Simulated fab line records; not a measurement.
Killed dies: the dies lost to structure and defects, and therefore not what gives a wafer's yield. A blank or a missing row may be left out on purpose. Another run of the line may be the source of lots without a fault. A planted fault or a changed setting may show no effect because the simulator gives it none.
Which tool is to blame? || flow sky130 || 10 lots, 30 wafers sampled, at 3 steps of a route of 708

## WHAT THE GAUGES SHOWED, per wafer
SKY_METAL2_THK_MEAS_06: measures by xrf.
{"lot": "L548", "measured": "day 33 15:02", "on": "filmMetro-02", "METAL2_ALCU_THK (nm)": "246.6 249.8 248.8"}
{"lot": "L552", "measured": "day 36 17:01", "on": "filmMetro-04", "METAL2_ALCU_THK (nm)": "250.2 249.0 248.6"}
{"lot": "L553", "measured": "day 37 00:49", "on": "filmMetro-01", "METAL2_ALCU_THK (nm)": "251.6 248.7 249.6"}
{"lot": "L555", "measured": "day 37 08:46", "on": "filmMetro-04", "METAL2_ALCU_THK (nm)": "245.3 250.6 248.8"}
{"lot": "L554", "measured": "day 37 10:14", "on": "filmMetro-04", "METAL2_ALCU_THK (nm)": "244.5 247.4 248.4"}
{"lot": "L563", "measured": "day 39 12:35", "on": "filmMetro-01", "METAL2_ALCU_THK (nm)": "251.9 253.8 248.0"}
{"lot": "L562", "measured": "day 39 16:28", "on": "filmMetro-01", "METAL2_ALCU_THK (nm)": "251.5 256.0 251.4"}
{"lot": "L564", "measured": "day 40 02:29", "on": "filmMetro-02", "METAL2_ALCU_THK (nm)": "244.3 248.5 245.9"}
{"lot": "L566", "measured": "day 40 08:29", "on": "filmMetro-01", "METAL2_ALCU_THK (nm)": "253.3 253.7 252.6"}
{"lot": "L569", "measured": "day 40 19:02", "on": "filmMetro-02", "METAL2_ALCU_THK (nm)": "249.2 251.6 249.9"}

SKY_METAL2_CD_MEAS_15: target cd 140 nm.
{"lot": "L548", "measured": "day 34 18:28", "on": "cdSem-02", "cdNm (nm)": "141.1 141.6 141.1"}
{"lot": "L552", "measured": "day 37 19:35", "on": "cdSem-01", "cdNm (nm)": "142.6 142.7 143.3"}
{"lot": "L553", "measured": "day 38 02:39", "on": "cdSem-01", "cdNm (nm)": "141.8 142.4 141.8"}
{"lot": "L555", "measured": "day 38 09:40", "on": "cdSem-01", "cdNm (nm)": "140.2 140.4 141.2"}
{"lot": "L554", "measured": "day 38 11:49", "on": "cdSem-01", "cdNm (nm)": "141.0 141.3 141.2"}
{"lot": "L563", "measured": "day 40 13:02", "on": "cdSem-02", "cdNm (nm)": "138.4 139.2 137.6"}
{"lot": "L562", "measured": "day 40 16:20", "on": "cdSem-01", "cdNm (nm)": "139.2 139.4 139.7"}
{"lot": "L564", "measured": "day 41 02:53", "on": "cdSem-01", "cdNm (nm)": "140.6 140.2 142.7"}
{"lot": "L566", "measured": "day 41 08:44", "on": "cdSem-01", "cdNm (nm)": "140.0 139.3 140.2"}
{"lot": "L569", "measured": "day 41 18:55", "on": "cdSem-01", "cdNm (nm)": "140.2 139.7 139.7"}

## WHAT TOOL EACH LOT RAN ON (gives the tool, then ch and the chambers of the sampled wafers, and finally the start)
{"lot": "L548", "SKY_METAL2_SPUTTER_02": "pvdSputter-01, day 33 14:49"}
{"lot": "L552", "SKY_METAL2_SPUTTER_02": "pvdSputter-01, day 36 16:49"}
{"lot": "L553", "SKY_METAL2_SPUTTER_02": "pvdSputter-03, day 37 00:36"}
{"lot": "L555", "SKY_METAL2_SPUTTER_02": "pvdSputter-03, day 37 08:32"}
{"lot": "L554", "SKY_METAL2_SPUTTER_02": "pvdSputter-02, day 37 10:01"}
{"lot": "L563", "SKY_METAL2_SPUTTER_02": "pvdSputter-02, day 39 12:22"}
{"lot": "L562", "SKY_METAL2_SPUTTER_02": "pvdSputter-02, day 39 16:15"}
{"lot": "L564", "SKY_METAL2_SPUTTER_02": "pvdSputter-02, day 40 02:17"}
{"lot": "L566", "SKY_METAL2_SPUTTER_02": "pvdSputter-02, day 40 08:16"}
{"lot": "L569", "SKY_METAL2_SPUTTER_02": "pvdSputter-03, day 40 18:49"}
- SKY_METAL2_SPUTTER_02: material AlCu, target thk 250 nm, time 13.3 s.

## WHAT THE TOOLS THEMSELVES READ (means of the sampled wafers that have a number; where no wafer has one, the mark that the record gives instead)
SKY_METAL2_SPUTTER_02.
{"lot": "L548", "tool": "pvdSputter-01", "throttleValvePct (%)": 30.6}
{"lot": "L552", "tool": "pvdSputter-01", "throttleValvePct (%)": 29.8}
{"lot": "L553", "tool": "pvdSputter-03", "throttleValvePct (%)": 30.2}
{"lot": "L555", "tool": "pvdSputter-03", "throttleValvePct (%)": 29.8}
{"lot": "L554", "tool": "pvdSputter-02", "throttleValvePct (%)": 29.8}
{"lot": "L563", "tool": "pvdSputter-02", "throttleValvePct (%)": 29.5}
{"lot": "L562", "tool": "pvdSputter-02", "throttleValvePct (%)": 29.8}
{"lot": "L564", "tool": "pvdSputter-02", "throttleValvePct (%)": 29.4}
{"lot": "L566", "tool": "pvdSputter-02", "throttleValvePct (%)": 29.4}
{"lot": "L569", "tool": "pvdSputter-03", "throttleValvePct (%)": 30.1}

## THE ANSWER, worked out from the rows above alone
Rule: what is usual is taken from the lots themselves. Put in order of their means at a reading, lots are off if they are a third of the lots or fewer, leave a main group of 4 or more, and stand apart from it by a gap of 3 or more times the standard deviation of the main group's means; of several such gaps the widest counts. A main group whose means are all the same, to the digits that the tables above print for the reading, isn't used. Also off: a lot with no number at a reading for which 4 or more lots have one. The other lots that the step has rows for count as sound. First the gauges in route order, then the tools' own readings, where a lot's mean is used as printed above. The first step at which some lot is off is used, and at that step the reading that is off furthest; a lot without a number counts as furthest.
Across all readings shown, no lot is off: no conclusion can be drawn from this.

## WHAT HAD BEEN PUT IN BY THE SIMULATOR
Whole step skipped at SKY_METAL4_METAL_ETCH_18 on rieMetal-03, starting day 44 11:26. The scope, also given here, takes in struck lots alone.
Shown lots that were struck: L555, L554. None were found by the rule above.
